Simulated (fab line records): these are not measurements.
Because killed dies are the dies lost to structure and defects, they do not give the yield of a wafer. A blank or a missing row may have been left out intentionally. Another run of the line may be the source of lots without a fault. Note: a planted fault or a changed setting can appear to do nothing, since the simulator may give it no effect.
Which tool is to blame? || flow gf180mcu || 13 lots, 39 wafers sampled, at 5 steps of a route of 602

## WHAT THE GAUGES SHOWED, per wafer
GF_MVSD_OVL_MEAS_07.
{"lot": "L187", "measured": "day 4 18:39", "on": "overlay-01", "MVSD_OVL (nm)": "-3.5 1.0 -0.6"}
{"lot": "L188", "measured": "day 4 20:39", "on": "overlay-01", "MVSD_OVL (nm)": "0.9 2.4 1.8"}
{"lot": "L189", "measured": "day 5 03:21", "on": "overlay-02", "MVSD_OVL (nm)": "3.7 -0.8 -0.6"}
{"lot": "L190", "measured": "day 5 10:32", "on": "overlay-01", "MVSD_OVL (nm)": "-0.8 -0.8 -1.1"}
{"lot": "L191", "measured": "day 5 14:45", "on": "overlay-01", "MVSD_OVL (nm)": "0.7 -0.3 1.0"}
{"lot": "L192", "measured": "day 5 19:21", "on": "overlay-02", "MVSD_OVL (nm)": "-1.4 -0.5 -1.4"}
{"lot": "L193", "measured": "day 6 01:45", "on": "overlay-01", "MVSD_OVL (nm)": "0.9 0.7 0.7"}
{"lot": "L196", "measured": "day 6 20:26", "on": "overlay-02", "MVSD_OVL (nm)": "0.8 -0.1 0.6"}
{"lot": "L197", "measured": "day 7 01:06", "on": "overlay-02", "MVSD_OVL (nm)": "-2.3 -1.5 -2.5"}
{"lot": "L200", "measured": "day 7 19:35", "on": "overlay-02", "MVSD_OVL (nm)": "-1.0 0.1 -0.1"}
{"lot": "L203", "measured": "day 8 11:48", "on": "overlay-01", "MVSD_OVL (nm)": "-2.6 -2.1 -1.8"}
{"lot": "L204", "measured": "day 8 20:01", "on": "overlay-01", "MVSD_OVL (nm)": "-1.6 -1.4 -0.7"}
{"lot": "L209", "measured": "day 10 05:55", "on": "overlay-02", "MVSD_OVL (nm)": "0.4 1.3 -0.8"}

GF_VT_IMPLANT_OVL_MEAS_07.
{"lot": "L187", "measured": "day 6 00:29", "on": "overlay-01", "VT_IMPLANT_OVL (nm)": "1.5 -0.1 0.4"}
{"lot": "L188", "measured": "day 6 02:09", "on": "overlay-02", "VT_IMPLANT_OVL (nm)": "-0.8 -2.0 -1.5"}
{"lot": "L189", "measured": "day 6 09:06", "on": "overlay-02", "VT_IMPLANT_OVL (nm)": "-0.3 -1.2 0.1"}
{"lot": "L190", "measured": "day 6 16:44", "on": "overlay-01", "VT_IMPLANT_OVL (nm)": "-4.3 -3.0 -1.7"}
{"lot": "L191", "measured": "day 6 21:02", "on": "overlay-02", "VT_IMPLANT_OVL (nm)": "-0.7 -0.4 0.5"}
{"lot": "L192", "measured": "day 7 00:50", "on": "overlay-02", "VT_IMPLANT_OVL (nm)": "-2.4 -0.2 -0.8"}
{"lot": "L193", "measured": "day 7 08:09", "on": "overlay-02", "VT_IMPLANT_OVL (nm)": "1.0 0.6 -1.3"}
{"lot": "L196", "measured": "day 8 05:14", "on": "overlay-01", "VT_IMPLANT_OVL (nm)": "1.0 0.2 1.0"}
{"lot": "L197", "measured": "day 8 09:20", "on": "overlay-02", "VT_IMPLANT_OVL (nm)": "-1.7 -0.8 0.5"}
{"lot": "L200", "measured": "day 9 05:15", "on": "overlay-01", "VT_IMPLANT_OVL (nm)": "-2.1 -0.4 0.2"}
{"lot": "L203", "measured": "day 9 22:43", "on": "overlay-02", "VT_IMPLANT_OVL (nm)": "-0.1 -0.5 -2.1"}
{"lot": "L204", "measured": "day 10 06:44", "on": "overlay-02", "VT_IMPLANT_OVL (nm)": "-0.9 0.7 -0.7"}
{"lot": "L209", "measured": "day 11 18:49", "on": "overlay-01", "VT_IMPLANT_OVL (nm)": "-2.6 -1.5 -1.0"}

GF_HV_LDD_CD_MEAS_07: target cd 400 nm.
{"lot": "L187", "measured": "day 10 11:35", "on": "cd_sem-01", "cd_nm (nm)": "398.9 400.2 397.4"}
{"lot": "L188", "measured": "day 10 11:44", "on": "cd_sem-02", "cd_nm (nm)": "400.6 402.3 401.7"}
{"lot": "L189", "measured": "day 10 22:23", "on": "cd_sem-02", "cd_nm (nm)": "397.4 400.8 400.4"}
{"lot": "L190", "measured": "day 11 06:26", "on": "cd_sem-02", "cd_nm (nm)": "397.4 400.7 399.8"}
{"lot": "L191", "measured": "day 11 11:01", "on": "cd_sem-01", "cd_nm (nm)": "398.7 401.1 398.7"}
{"lot": "L192", "measured": "day 11 14:38", "on": "cd_sem-01", "cd_nm (nm)": "399.8 397.3 397.1"}
{"lot": "L193", "measured": "day 11 23:25", "on": "cd_sem-01", "cd_nm (nm)": "400.7 399.0 400.6"}
{"lot": "L196", "measured": "day 13 01:08", "on": "cd_sem-02", "cd_nm (nm)": "397.9 398.7 401.0"}
{"lot": "L197", "measured": "day 13 06:05", "on": "cd_sem-01", "cd_nm (nm)": "407.6 406.3 406.1"}
{"lot": "L200", "measured": "day 14 05:08", "on": "cd_sem-02", "cd_nm (nm)": "405.5 408.1 406.2"}
{"lot": "L203", "measured": "day 15 04:29", "on": "cd_sem-02", "cd_nm (nm)": "400.5 402.6 401.9"}
{"lot": "L204", "measured": "day 15 12:39", "on": "cd_sem-01", "cd_nm (nm)": "401.0 401.8 402.4"}
{"lot": "L209", "measured": "day 17 11:53", "on": "cd_sem-02", "cd_nm (nm)": "401.7 402.1 404.3"}

## WHICH TOOL RAN EACH LOT (tool, then ch and the chambers of the sampled wafers, then the start)
{"lot": "L187", "GF_POLY_GATE_ETCH_12": "rie_diel-02 ch 2,3, day 9 16:00", "GF_HV_LDD_DEVELOP_06": "litho_track-03 ch 0, day 10 11:26"}
{"lot": "L188", "GF_POLY_GATE_ETCH_12": "rie_diel-03 ch 1,2, day 9 16:21", "GF_HV_LDD_DEVELOP_06": "litho_track-04 ch 0, day 10 11:35"}
{"lot": "L189", "GF_POLY_GATE_ETCH_12": "rie_diel-03 ch 0,1,3, day 10 02:03", "GF_HV_LDD_DEVELOP_06": "litho_track-04 ch 0, day 10 22:14"}
{"lot": "L190", "GF_POLY_GATE_ETCH_12": "rie_diel-02 ch 1,2, day 10 10:27", "GF_HV_LDD_DEVELOP_06": "litho_track-03 ch 0, day 11 06:17"}
{"lot": "L191", "GF_POLY_GATE_ETCH_12": "rie_diel-02 ch 0,1,2, day 10 14:24", "GF_HV_LDD_DEVELOP_06": "litho_track-04 ch 0, day 11 10:52"}
{"lot": "L192", "GF_POLY_GATE_ETCH_12": "rie_diel-02 ch 0,2, day 10 18:51", "GF_HV_LDD_DEVELOP_06": "litho_track-03 ch 0, day 11 14:29"}
{"lot": "L193", "GF_POLY_GATE_ETCH_12": "rie_diel-04 ch 1,2, day 11 03:15", "GF_HV_LDD_DEVELOP_06": "litho_track-01 ch 0, day 11 23:16"}
{"lot": "L196", "GF_POLY_GATE_ETCH_12": "rie_diel-03 ch 1,2,3, day 12 02:54", "GF_HV_LDD_DEVELOP_06": "litho_track-03 ch 0, day 13 00:59"}
{"lot": "L197", "GF_POLY_GATE_ETCH_12": "rie_diel-03 ch 0,1,2, day 12 09:24", "GF_HV_LDD_DEVELOP_06": "litho_track-03 ch 0, day 13 05:56"}
{"lot": "L200", "GF_POLY_GATE_ETCH_12": "rie_diel-02 ch 0,1,2, day 13 07:09", "GF_HV_LDD_DEVELOP_06": "litho_track-03 ch 0, day 14 04:59"}
{"lot": "L203", "GF_POLY_GATE_ETCH_12": "rie_diel-04 ch 0,1, day 14 03:57", "GF_HV_LDD_DEVELOP_06": "litho_track-04 ch 0, day 15 04:20"}
{"lot": "L204", "GF_POLY_GATE_ETCH_12": "rie_diel-02 ch 0,1,3, day 14 13:24", "GF_HV_LDD_DEVELOP_06": "litho_track-04 ch 0, day 15 12:31"}
{"lot": "L209", "GF_POLY_GATE_ETCH_12": "rie_diel-04 ch 0,2,3, day 16 06:45", "GF_HV_LDD_DEVELOP_06": "litho_track-03 ch 0, day 17 11:44"}
- GF_POLY_GATE_ETCH_12: etches BARC in N2/H2.
- GF_HV_LDD_DEVELOP_06: develop time 60 s.

## WHAT THE TOOLS THEMSELVES READ (means of the sampled wafers that have a number; where no wafer has one, the mark that the record gives instead)
GF_POLY_GATE_ETCH_12.
{"lot": "L187", "tool": "rie_diel-02", "chamber_pressure_mTorr (mTorr)": 30.021, "drypump_motor_current_A (A)": 5.9, "oes_product_au (a.u.)": 0.733, "throttle_valve_pct (%)": 13.215}
{"lot": "L188", "tool": "rie_diel-03", "chamber_pressure_mTorr (mTorr)": 30.010, "drypump_motor_current_A (A)": 5.9, "oes_product_au (a.u.)": 0.737, "throttle_valve_pct (%)": 13.220}
{"lot": "L189", "tool": "rie_diel-03", "chamber_pressure_mTorr (mTorr)": 29.982, "drypump_motor_current_A (A)": 6.1, "oes_product_au (a.u.)": 0.737, "throttle_valve_pct (%)": 13.212}
{"lot": "L190", "tool": "rie_diel-02", "chamber_pressure_mTorr (mTorr)": 30.010, "drypump_motor_current_A (A)": 6.4, "oes_product_au (a.u.)": 0.736, "throttle_valve_pct (%)": 13.221}
{"lot": "L191", "tool": "rie_diel-02", "chamber_pressure_mTorr (mTorr)": 30.003, "drypump_motor_current_A (A)": 6.2, "oes_product_au (a.u.)": 0.733, "throttle_valve_pct (%)": 13.218}
{"lot": "L192", "tool": "rie_diel-02", "chamber_pressure_mTorr (mTorr)": 29.995, "drypump_motor_current_A (A)": 5.9, "oes_product_au (a.u.)": 0.735, "throttle_valve_pct (%)": 13.214}
{"lot": "L193", "tool": "rie_diel-04", "chamber_pressure_mTorr (mTorr)": 30.004, "drypump_motor_current_A (A)": 5.6, "oes_product_au (a.u.)": 0.736, "throttle_valve_pct (%)": 13.209}
{"lot": "L196", "tool": "rie_diel-03", "chamber_pressure_mTorr (mTorr)": 30.005, "drypump_motor_current_A (A)": 6.1, "oes_product_au (a.u.)": 0.737, "throttle_valve_pct (%)": 13.215}
{"lot": "L197", "tool": "rie_diel-03", "chamber_pressure_mTorr (mTorr)": 30.006, "drypump_motor_current_A (A)": 5.8, "oes_product_au (a.u.)": 0.735, "throttle_valve_pct (%)": 13.221}
{"lot": "L200", "tool": "rie_diel-02", "chamber_pressure_mTorr (mTorr)": 30.012, "drypump_motor_current_A (A)": 6.2, "oes_product_au (a.u.)": 0.730, "throttle_valve_pct (%)": 13.212}
{"lot": "L203", "tool": "rie_diel-04", "chamber_pressure_mTorr (mTorr)": 30.011, "drypump_motor_current_A (A)": 5.8, "oes_product_au (a.u.)": 0.735, "throttle_valve_pct (%)": 13.218}
{"lot": "L204", "tool": "rie_diel-02", "chamber_pressure_mTorr (mTorr)": 29.995, "drypump_motor_current_A (A)": 6.2, "oes_product_au (a.u.)": 0.736, "throttle_valve_pct (%)": 13.215}
{"lot": "L209", "tool": "rie_diel-04", "chamber_pressure_mTorr (mTorr)": 30.001, "drypump_motor_current_A (A)": 5.4, "oes_product_au (a.u.)": 0.734, "throttle_valve_pct (%)": 13.213}

GF_HV_LDD_DEVELOP_06.
{"lot": "L187", "tool": "litho_track-03", "developer_temp_C (C)": 23.13, "resist_line_temp_C (C)": 23.02}
{"lot": "L188", "tool": "litho_track-04", "developer_temp_C (C)": 22.88, "resist_line_temp_C (C)": 22.92}
{"lot": "L189", "tool": "litho_track-04", "developer_temp_C (C)": 22.96, "resist_line_temp_C (C)": 23.10}
{"lot": "L190", "tool": "litho_track-03", "developer_temp_C (C)": 22.96, "resist_line_temp_C (C)": 23.01}
{"lot": "L191", "tool": "litho_track-04", "developer_temp_C (C)": 23.00, "resist_line_temp_C (C)": 22.90}
{"lot": "L192", "tool": "litho_track-03", "developer_temp_C (C)": 22.91, "resist_line_temp_C (C)": 22.87}
{"lot": "L193", "tool": "litho_track-01", "developer_temp_C (C)": 22.86, "resist_line_temp_C (C)": 22.99}
{"lot": "L196", "tool": "litho_track-03", "developer_temp_C (C)": 23.01, "resist_line_temp_C (C)": 22.92}
{"lot": "L197", "tool": "litho_track-03", "developer_temp_C (C)": 20.63, "resist_line_temp_C (C)": 22.96}
{"lot": "L200", "tool": "litho_track-03", "developer_temp_C (C)": 20.72, "resist_line_temp_C (C)": 22.99}
{"lot": "L203", "tool": "litho_track-04", "developer_temp_C (C)": 23.00, "resist_line_temp_C (C)": 22.88}
{"lot": "L204", "tool": "litho_track-04", "developer_temp_C (C)": 23.08, "resist_line_temp_C (C)": 23.04}
{"lot": "L209", "tool": "litho_track-03", "developer_temp_C (C)": 23.12, "resist_line_temp_C (C)": 23.01}

## THE ANSWER, worked out from the rows above alone
Rule: what is usual is taken from the lots themselves. Put in order of their means at a reading, lots are off if they are a third of the lots or fewer, leave a main group of 4 or more, and stand apart from it by a gap of 3 or more times the standard deviation of the main group's means; of several such gaps the widest counts. Not used: any main group whose means are identical at the precision the tables above print for the reading. A lot without any number at a reading at which 4 lots or more have one is off too. All remaining lots with rows at the step are treated as sound. First the gauges in route order, then the tools' own readings, where a lot's mean is used as printed above. At the first step where some lot is off, the reading lying furthest off is the one used; lots without a number count as furthest.
Off: L197, L200, at GF_HV_LDD_DEVELOP_06 (developer_temp_C). The main group: mean 22.99 C, standard deviation 0.087.
If a tool, at that step or one of the process steps before it, ran each lot that is off and ran no sound lot following the first of them, it fits. Not one of the candidates tried fits.

## WHAT THE SIMULATOR HAD INSERTED
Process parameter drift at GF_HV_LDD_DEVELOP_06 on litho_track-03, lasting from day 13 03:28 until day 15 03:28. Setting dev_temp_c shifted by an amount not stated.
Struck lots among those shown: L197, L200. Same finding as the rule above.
